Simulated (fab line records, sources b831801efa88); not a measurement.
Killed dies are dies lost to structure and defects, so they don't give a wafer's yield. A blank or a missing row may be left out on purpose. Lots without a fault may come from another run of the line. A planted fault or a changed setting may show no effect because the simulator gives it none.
Which tool did it? | flow sky130 | 12 lots, 36 wafers sampled, at 2 steps of a route of 708

WHAT THE GAUGES READ, wafer by wafer
SKY_VIA2_THK_MEAS_01.
lot  | measured     | on            | VIA2_HDPCVD_THK (nm)
L075 | day 36 00:04 | film_metro-04 | 1177 1187 1194
L077 | day 36 23:53 | film_metro-01 | 1187 1177 1207
L079 | day 37 16:06 | film_metro-04 | 1186 1202 1187
L080 | day 37 19:17 | film_metro-04 | 1196 1196 1196
L082 | day 37 23:10 | film_metro-04 | 1181 1204 1178
L085 | day 38 16:06 | film_metro-04 | 1203 1196 1190
L087 | day 39 09:59 | film_metro-03 | 1189 1195 1198
L089 | day 39 19:39 | film_metro-01 | 1187 1180 1196
L091 | day 40 10:08 | film_metro-03 | 1197 1186 1209
L093 | day 41 11:52 | film_metro-01 | 1194 1197 1184
L094 | day 41 20:05 | film_metro-01 | 1202 1186 1187
L097 | day 42 07:42 | film_metro-04 | 1182 1185 1179

WHICH TOOL RAN EACH LOT (tool, then ch and the chambers of the sampled wafers, then the start)
lot  | SKY_METAL1_SPUTTER_04
L075 | pvd_sputter-03, day 32 11:28
L077 | pvd_sputter-04, day 33 11:04
L079 | pvd_sputter-04, day 34 07:17
L080 | pvd_sputter-04, day 34 10:04
L082 | pvd_sputter-02, day 34 13:09
L085 | pvd_sputter-03, day 35 05:43
L087 | pvd_sputter-02, day 36 01:24
L089 | pvd_sputter-03, day 36 11:23
L091 | pvd_sputter-02, day 37 02:50
L093 | pvd_sputter-02, day 38 06:40
L094 | pvd_sputter-03, day 38 12:46
L097 | pvd_sputter-02, day 39 04:10
- SKY_METAL1_SPUTTER_04: material TiN, target thk 70 nm, time 58.3 s.

THE ANSWER, worked out from the rows above alone
Rule: what is usual is taken from the lots themselves. Put in order of their means at a reading, lots are off if they are a third of the lots or fewer, leave a main group of 4 or more, and stand apart from it by a gap of 3 or more times the standard deviation of the main group's means; of several such gaps the widest counts. A main group whose means are all the same, to the digits that the tables above print for the reading, isn't used. A lot without any number at a reading at which 4 lots or more have one is off too. The other lots that the step has rows for count as sound.
No lot is off at any reading shown: from this, nothing can be told.

WHAT THE SIMULATOR HAD PUT IN
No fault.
